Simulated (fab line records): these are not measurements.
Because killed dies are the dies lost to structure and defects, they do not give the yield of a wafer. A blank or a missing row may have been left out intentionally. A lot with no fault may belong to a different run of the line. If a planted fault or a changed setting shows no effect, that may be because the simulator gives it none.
A lot that was struck, set against a sound lot	flow sfq line	43 steps out of a route of 325
Sound: these wafers, L558.1, L558.3, L558.5. Wafers struck: L570.3, L570.4, L570.6. At the end, the cause is stated.
At each step with rows: each side's tool, then ch and its chambers, then its first start. Under that, the readings that differ: sound wafers	struck wafers	difference of the means	sigmas: that difference in standard deviations of wafers without a fault.
alike: same words and numbers on both sides, and readings whose means sit less than 2 such deviations apart. not compared: any withheld reading, any reading some wafer has no value for, any bound like >300 that may hide the same value, and any number with overlapping values for which the record gives no deviation.
A row with sigmas, a row that says differs or no value, or rows on one side alone: a step with any of these is where the two part. Numbers that don't overlap but have no deviation are shown without sigmas and don't part them. A reading missing from all wafers of one side parts the sides only when that side holds two or more wafers.

first, 6 steps without rows for these wafers: SFQ_TRILAYER_M5_LITHO_COAT_128 (resist thk 62 nm); SFQ_TRILAYER_M5_LITHO_COAT_123 (resist thk 600 nm); SFQ_TRILAYER_M5_LITHO_SOFTBAKE_127; SFQ_TRILAYER_M5_LITHO_EXPOSE_124 (exposes mask M5, target cd 700 nm); SFQ_TRILAYER_M5_LITHO_PEB_126 (peb time 60 s); SFQ_TRILAYER_M5_LITHO_DEVELOP_125 (time 60 s).
SFQ_M5_OVL_MEAS_932:
  struck on overlay-01, day 70 18:49; sound on overlay-02, day 64 00:17
  alike: M5_OVL
SFQ_TRILAYER_M5_BARC_OPEN_METAL_ETCH_161: etches BARC in O2, target depth 125 nm, time 41.7 s.
  sound on rie metal-02 ch 0, day 64 00:19; struck on rie metal-02 ch 0,1, day 70 18:51
  alike: bias w, drypump motor current A, oes product au
  not compared: rf hours counter h
SFQ_TRILAYER_M5_ETCH_METAL_ETCH_126: etches Nb in Cl2/BCl3, stops on SiO2, time 203.2 s, target depth 265 nm.
  sound on rie metal-02 ch 0, day 64 00:23; struck on rie metal-02 ch 0,1, day 70 18:58
  alike: bias w, drypump motor current A, oes product au
  not compared: rf hours counter h
then, 2 steps without rows for these wafers: SFQ_TRILAYER_M5_STRIP_STRIP_127 (strips in O2); SFQ_TRILAYER_M5_STRIP_SOLV_CLEAN_128 (cleans in NMP, time 600 s).
SFQ_TRILAYER_A5B_DEP_PECVD_129: deposits SiO2 from SiH4/N2O, time 133.33 s, target thk 600 nm.
  sound on pecvd-01 ch 0,1, day 64 01:21; struck on pecvd-01 ch 0,1, day 70 19:52
  alike: heater power w, throttle valve pct
SFQ_TRILAYER_A5B_CMP_CMP_130: polishes, stops on Nb, target thk 340.7 nm.
  sound on cmp-01 ch 2,3, day 64 04:49; struck on cmp-01 ch 1,2,3, day 70 20:27
  no value came back on the struck wafers for edge zone pressure frac, head pressure psi (psi), motor current A (A); on the sound wafers edge zone pressure frac reads 1.002 0.992 0.998
reading	sound	struck	difference	sigmas
model.SiO2_of_TRILAYER_A5B_DEP_PECVD_129.thk nm (nm)	329.2 337.8 334	603.3 603.3 606.1	+270.6	
SFQ_TRILAYER_A5B_METRO_MEASURE_131:
  struck on film metro-04, day 70 23:21; sound on film metro-02, day 64 07:49
reading	sound	struck	difference	sigmas
thk nm (nm)	329 338 334	603 603 606	+270	+45
then, 3 steps without rows for these wafers: SFQ_TRILAYER_R5_DEP_SPUTTER_132 (material Ti, target thk 5 nm, time 5 s); SFQ_TRILAYER_R5_DEP_SPUTTER_133 (material MoNx, target thk 40 nm, time 66.7 s); SFQ_TRILAYER_R5_DEP_SPUTTER_134 (material Ti, target thk 5 nm, time 5 s).
SFQ_R5_RS_MEAS_933: a four-point-probe measurement.
  struck on film metro-01, day 71 00:17; sound on film metro-01, day 64 09:06
  alike: R5_MONX_RS
SFQ_R5_THK_MEAS_934: measures by xrf.
  struck on film metro-01, day 71 00:23; sound on film metro-01, day 64 09:13
  alike: R5_MONX_THK
then, 6 steps without rows for these wafers: SFQ_TRILAYER_R5_LITHO_COAT_141 (resist thk 62 nm); SFQ_TRILAYER_R5_LITHO_COAT_136 (resist thk 600 nm); SFQ_TRILAYER_R5_LITHO_SOFTBAKE_140; SFQ_TRILAYER_R5_LITHO_EXPOSE_137 (exposes mask R5, target cd 500 nm); SFQ_TRILAYER_R5_LITHO_PEB_139 (peb time 60 s); SFQ_TRILAYER_R5_LITHO_DEVELOP_138 (time 60 s).
SFQ_R5_OVL_MEAS_935:
  struck on overlay-02, day 71 02:49; sound on overlay-01, day 67 17:03
  alike: R5_OVL
then, 4 steps without rows for these wafers: SFQ_TRILAYER_R5_BARC_OPEN_METAL_ETCH_177 (etches BARC in O2, target depth 125 nm, time 41.7 s); SFQ_TRILAYER_R5_ETCH_METAL_ETCH_139 (etches the open film in Cl2, stops on SiO2, target depth 60 nm, time 40 s); SFQ_TRILAYER_R5_STRIP_STRIP_140 (strips in O2); SFQ_TRILAYER_R5_STRIP_SOLV_CLEAN_141 (cleans in NMP, time 600 s).
SFQ_TRILAYER_A5C_DEP_PECVD_142: deposits SiO2 from SiH4/N2O, time 15.556 s, target thk 70 nm.
  sound on pecvd-01 ch 0,2, day 67 17:59; struck on pecvd-02 ch 0,2, day 71 03:44
  alike: heater power w, throttle valve pct
then, 6 steps without rows for these wafers: SFQ_TRILAYER_I5_LITHO_COAT_149 (resist thk 62 nm); SFQ_TRILAYER_I5_LITHO_COAT_144 (resist thk 650 nm); SFQ_TRILAYER_I5_LITHO_SOFTBAKE_148; SFQ_TRILAYER_I5_LITHO_EXPOSE_145 (exposes mask I5, target cd 700 nm); SFQ_TRILAYER_I5_LITHO_PEB_147 (peb time 60 s); SFQ_TRILAYER_I5_LITHO_DEVELOP_146 (time 60 s).
-- the record jumps here: 5 days lie between the struck wafers' starts before and after --
SFQ_I5_OVL_MEAS_936:
  struck on overlay-02, day 76 00:31; sound on overlay-01, day 71 17:22
reading	sound	struck	difference	sigmas
I5_OVL (nm)	-1 -10 -2	9 1 3	+9	+2
then, 2 steps without rows for these wafers: SFQ_TRILAYER_I5_BARC_OPEN_VIA_ETCH_200 (etches BARC in O2, target depth 125 nm, time 41.7 s); SFQ_TRILAYER_I5_ETCH_VIA_ETCH_147 (etches the open film in CHF3, stops on Nb, target depth 360 nm).
SFQ_TRILAYER_I5_STRIP_STRIP_148: strips in O2.
  sound on rie metal-01 ch 0,1, day 71 17:36; struck on rie metal-03 ch 0,1, day 76 00:56
  alike: drypump motor current A, oes product au
  not compared: rf hours counter h
then, 1 step without rows for these wafers: SFQ_TRILAYER_I5_STRIP_SOLV_CLEAN_149 (cleans in NMP, time 600 s).
-- the record jumps here: 20 days lie between the struck wafers' starts before and after --
SFQ_M8_BOW_MEAS_951:
  struck on film metro-01, day 96 12:33; sound on film metro-02, day 86 23:26
reading	sound	struck	difference	sigmas
model.etest.i5.link ohm	2.27 2.252 2.26	2.42 2.412 2.379	+0.14	
  alike: M8_BOW

== WHERE THEY PART ==
Earliest at SFQ_TRILAYER_A5B_CMP_CMP_130; latest, in this record, at SFQ_I5_OVL_MEAS_936. Later steps at which nothing parts them and some readings are alike: SFQ_TRILAYER_I5_STRIP_STRIP_148, SFQ_M8_BOW_MEAS_951.

WHY: what the simulator had put in
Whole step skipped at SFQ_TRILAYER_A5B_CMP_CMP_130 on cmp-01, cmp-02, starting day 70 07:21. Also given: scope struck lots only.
